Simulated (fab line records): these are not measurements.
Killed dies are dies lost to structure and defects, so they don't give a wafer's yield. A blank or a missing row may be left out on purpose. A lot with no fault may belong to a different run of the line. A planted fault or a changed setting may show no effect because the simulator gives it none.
2 desks, one fault    flow gf180mcu    only its own numbers are on each desk; what lay behind them is given at the end

TOOL OWNER'S DESK, implanter-02
The tool's own readings at GF_VT_IMPLANT_IMPLANT_41, given as means over the sampled wafers that have a number, one for each lot that went through this tool. The brackets show how far a lot's mean lies from the usual mean; more than 4 standard deviations puts the lot out of limits, marked OUT.
Columns: A = doseIonsCm2 at GF_VT_IMPLANT_IMPLANT_41, usual 1.013e+12; B = endStationPressureTorr at GF_VT_IMPLANT_IMPLANT_41, usual 5.03e-06 Torr; C = faradayCurrentUA at GF_VT_IMPLANT_IMPLANT_41, usual 5.71
lot   first seen here  A                            B         C
L120  day 7 16:23      1.013e+12                    5.37e-06  5.73
L123  day 8 17:22      1.012e+12                    5.17e-06  5.68
L127  day 9 15:47      9.068e+11 (-99 or more) OUT  5.27e-06  5.10 (-5.5) OUT
L130  day 10 10:25     9.076e+11 (-99 or more) OUT  5.18e-06  5.13 (-5.3) OUT
L143  day 14 04:19     1.013e+12                    5.13e-06  5.64
This desk's verdict: out of limits on L127, L130, starting with L127 at day 9 15:47 (doseIonsCm2 at GF_VT_IMPLANT_IMPLANT_41). Within limits: L120, L123, L143.

METROLOGY DESK
What the gauges read, lot by lot, whatever tool the lot ran on: means of the sampled wafers that have a number. The brackets show how far a lot's mean lies from the usual mean; more than 4 standard deviations puts the lot out of limits, marked OUT.
Columns: A = STI_CVD_23_THK at GF_STI_THK_MEAS_24, usual 647 nm; B = VT_IMPLANT_01_OVL at GF_VT_IMPLANT_OVL_MEAS_18, usual -0.4 nm; C = VT_IMPLANT_4_TW at GF_VT_IMPLANT_TW_MEAS_43, usual 692
lot   first seen here  A    B     C
L120  day 2 04:17      646  -0.3  688
L121  day 2 09:10      639  -0.9  698
L123  day 2 21:44      643  -0.6  691
L127  day 3 17:56      656  0.1   669 (-6.2) OUT
L128  day 3 20:35      637  -0.2  687
L130  day 4 06:46      654  -0.3  670 (-5.9) OUT
L133  day 4 23:11      650  -0.1  693
L134  day 5 05:56      645  -1.6  693
L136  day 5 15:56      649  -0.5  693
L138  day 6 00:16      650  1.5   691
L141  day 6 15:47      643  0.4   692
L142  day 6 23:35      646  0.4   690
L143  day 7 03:11      651  0.4   691
Finding of this desk: L127, L130 out of limits, first seen on L127 at day 9 16:02 (VT_IMPLANT_4_TW at GF_VT_IMPLANT_TW_MEAS_43). Within limits: L120, L121, L123, L128, L133, L134, L136, L138, L141, L142, L143.

BROUGHT TOGETHER
An alarm could have come from the tool owner's desk at day 9 15:47, on L127, L130.
An alarm was possible from the metrology desk at day 9 16:02, on L127, L130.
On implanter-02, each named lot ran GF_VT_IMPLANT_IMPLANT_41.

WHAT THE SIMULATOR HAD INSERTED
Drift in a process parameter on implanter-02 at GF_VT_IMPLANT_IMPLANT_41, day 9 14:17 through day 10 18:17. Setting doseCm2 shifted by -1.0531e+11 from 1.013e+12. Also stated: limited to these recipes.
Struck lots among those shown: L127, L130.
Delay (hours) between the fault's onset and each desk's first out-of-limits reading: 2 at the tool owner's desk, 2 at the metrology desk.
